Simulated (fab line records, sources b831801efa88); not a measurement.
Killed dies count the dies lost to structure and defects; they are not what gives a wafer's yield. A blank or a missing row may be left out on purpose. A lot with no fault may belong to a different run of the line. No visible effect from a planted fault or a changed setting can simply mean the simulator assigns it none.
Shared-tool check | flow sky130 | Sample size 13 lots and 39 wafers

## REASON FOR OPENING
2 of 13 lots carry a flag on the reading LDD_HVP_TW at SKY_LDD_HVP_TW_MEAS_10. Fault-free wafers read 452, with a standard deviation of 4.9.
Rule: a lot is flagged when every wafer of it that has a number lies more than 4 standard deviations from that mean, or none has a number. All remaining lots are regarded as sound.

lot  | measured     | on           | LDD_HVP_TW, wafer by wafer | flag
L872 | day 22 12:59 | filmMetro-01 | 460 459 461                | 
L871 | day 22 15:53 | filmMetro-01 | 458 460 461                | 
L870 | day 22 18:01 | filmMetro-02 | 453 453 451                | 
L873 | day 22 18:28 | filmMetro-01 | 462 462 460                | 
L874 | day 23 05:13 | filmMetro-02 | 451 451 451                | 
L876 | day 23 22:20 | filmMetro-04 | 448 449 449                | 
L877 | day 24 08:18 | filmMetro-04 | 449 447 449                | 
L878 | day 24 21:07 | filmMetro-01 | 459 457 457                | 
L889 | day 29 07:52 | filmMetro-02 | 458 455 453                | 
L890 | day 29 08:52 | filmMetro-04 | 474 473 474                | FLAGGED
L891 | day 29 09:10 | filmMetro-01 | 486 486 484                | FLAGGED
L892 | day 29 10:31 | filmMetro-04 | 447 449 445                | 
L893 | day 29 22:13 | filmMetro-02 | 455 455 456                | 
Average over the flagged lots: 480; offset from the usual +28, equal to +6 standard deviations.

## TOOL THAT RAN EACH LOT
The record keeps 1 process step preceding the reading, out of 708 steps on the route. Every cell lists first the tool, next ch and the chambers used by the sampled wafers, and last the start.
lot  | flag    | SKY_LDD_HVP_IMPLANT_08
L872 |         | implanter-02 ch 0, day 22 12:46
L871 |         | implanter-01 ch 0, day 22 15:38
L870 |         | implanter-02 ch 0, day 22 17:47
L873 |         | implanter-01 ch 0, day 22 18:15
L874 |         | implanter-02 ch 0, day 23 04:58
L876 |         | implanter-02 ch 0, day 23 22:07
L877 |         | implanter-01 ch 0, day 24 08:03
L878 |         | implanter-01 ch 0, day 24 20:52
L889 |         | implanter-01 ch 0, day 29 07:37
L890 | FLAGGED | implanter-01 ch 0, day 29 08:37
L891 | FLAGGED | implanter-01 ch 0, day 29 08:55
L892 |         | implanter-02 ch 0, day 29 10:16
L893 |         | implanter-02 ch 0, day 29 21:58
These steps, and what they do:
- SKY_LDD_HVP_IMPLANT_08
- SKY_LDD_HVP_TW_MEAS_10

## FLAGGED OVER TOTAL, TOOL BY TOOL (the gauges that took the reading come last)
step                   | tool         | lots run | flagged | share of the flagged lots | sound lots run after its first flagged lot
SKY_LDD_HVP_IMPLANT_08 | implanter-01 | 7        | 2       | all                       | 0
SKY_LDD_HVP_IMPLANT_08 | implanter-02 | 6        | 0       | none                      | -
SKY_LDD_HVP_TW_MEAS_10 | filmMetro-01 | 5        | 1       | some                      | 0
SKY_LDD_HVP_TW_MEAS_10 | filmMetro-02 | 4        | 0       | none                      | -
SKY_LDD_HVP_TW_MEAS_10 | filmMetro-04 | 4        | 1       | some                      | 1 (L892)

## WHAT THE TABLE ALLOWS
Rows of the table that ran each flagged lot: 1, that is implanter-01 at SKY_LDD_HVP_IMPLANT_08.
- implanter-01 at SKY_LDD_HVP_IMPLANT_08: 2 of its 7 lots flagged. Last sound lot L889 at day 29 07:37, first flagged lot L890 at day 29 08:37; a fault beginning in between fits. Its own readings (beamOnS, faradayCurrentUA) fall more than 4 standard deviations out on all wafers of the flagged lots.
Left over: one tool, implanter-01 at SKY_LDD_HVP_IMPLANT_08.

## WHAT THE SIMULATOR PUT IN
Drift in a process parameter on implanter-01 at SKY_LDD_HVP_IMPLANT_08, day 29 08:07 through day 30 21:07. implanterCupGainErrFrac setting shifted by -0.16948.
Shown lots that were struck: L890, L891. This agrees with what the rule above found.
